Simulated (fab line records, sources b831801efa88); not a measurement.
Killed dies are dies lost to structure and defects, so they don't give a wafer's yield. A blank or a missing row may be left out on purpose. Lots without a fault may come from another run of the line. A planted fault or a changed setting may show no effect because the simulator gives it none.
One fault seen from 2 desks | flow gf180mcu | each desk has only its own numbers; what lay behind them comes last

THE METROLOGY DESK
What the gauges read, lot by lot, whatever tool the lot ran on: means of the sampled wafers that have a number. A lot is out of limits, marked OUT, if its mean lies more than 4 standard deviations from the usual mean; the brackets give that distance.
Columns: A = TOP_METAL_ALCU_RS at GF_TOP_METAL_RS_MEAS_05, usual 0.0329 ohm/sq
lot  | first seen here | A
L338 | day 27 09:08    | 0.0327
L339 | day 27 14:08    | 0.0329
L342 | day 28 10:18    | 0.0332
L348 | day 30 05:38    | 0.0327
L349 | day 30 15:05    | 0.0329
L354 | day 32 02:43    | 0.0327
L355 | day 32 14:41    | 0.0331
L356 | day 32 19:52    | 0.0329
L357 | day 33 00:51    | 0.0327
L359 | day 33 03:13    | 0.0329
L358 | day 33 04:28    | 0.0323
L360 | day 33 12:45    | 0.0332
L361 | day 33 18:20    | 0.0326
This desk's finding: nothing out of limits on any of the 13 lots.

THE TOOL OWNER'S DESK: plasma_asher-01
The tool's own readings at GF_M2_STRIP_17 (strips in O2/N2): means of the sampled wafers that have a number, for each lot that ran on this tool. A lot is out of limits, marked OUT, if its mean lies more than 4 standard deviations from the usual mean; the brackets give that distance.
Columns: A = drypump_motor_current_A at GF_M2_STRIP_17, usual 5.77 A; B = heater_power_w at GF_M2_STRIP_17, usual 341 W; C = oes_product_au at GF_M2_STRIP_17, usual 0.540 a.u.; D = strip_time_to_endpoint_s at GF_M2_STRIP_17, usual 7.45 s
lot  | first seen here | A    | B   | C     | D
L342 | day 20 12:07    | 5.68 | 338 | 0.546 | 7.44
L348 | day 22 18:14    | 5.69 | 335 | 0.542 | 7.41
L349 | day 23 05:02    | 5.67 | 336 | 0.540 | 7.44
L355 | day 25 16:19    | 5.67 | 319 | 0.542 | 7.47
L358 | day 26 11:09    | 5.69 | 336 | 0.540 | 7.45
L360 | day 26 20:54    | 5.68 | 332 | 0.543 | 7.51
L361 | day 27 05:36    | 5.66 | 319 | 0.542 | 7.51
This desk's finding: nothing out of limits on any of the 7 lots.

PUT TOGETHER
The metrology desk saw nothing out of limits.
The tool owner's desk saw nothing out of limits.

WHAT THE SIMULATOR HAD PUT IN
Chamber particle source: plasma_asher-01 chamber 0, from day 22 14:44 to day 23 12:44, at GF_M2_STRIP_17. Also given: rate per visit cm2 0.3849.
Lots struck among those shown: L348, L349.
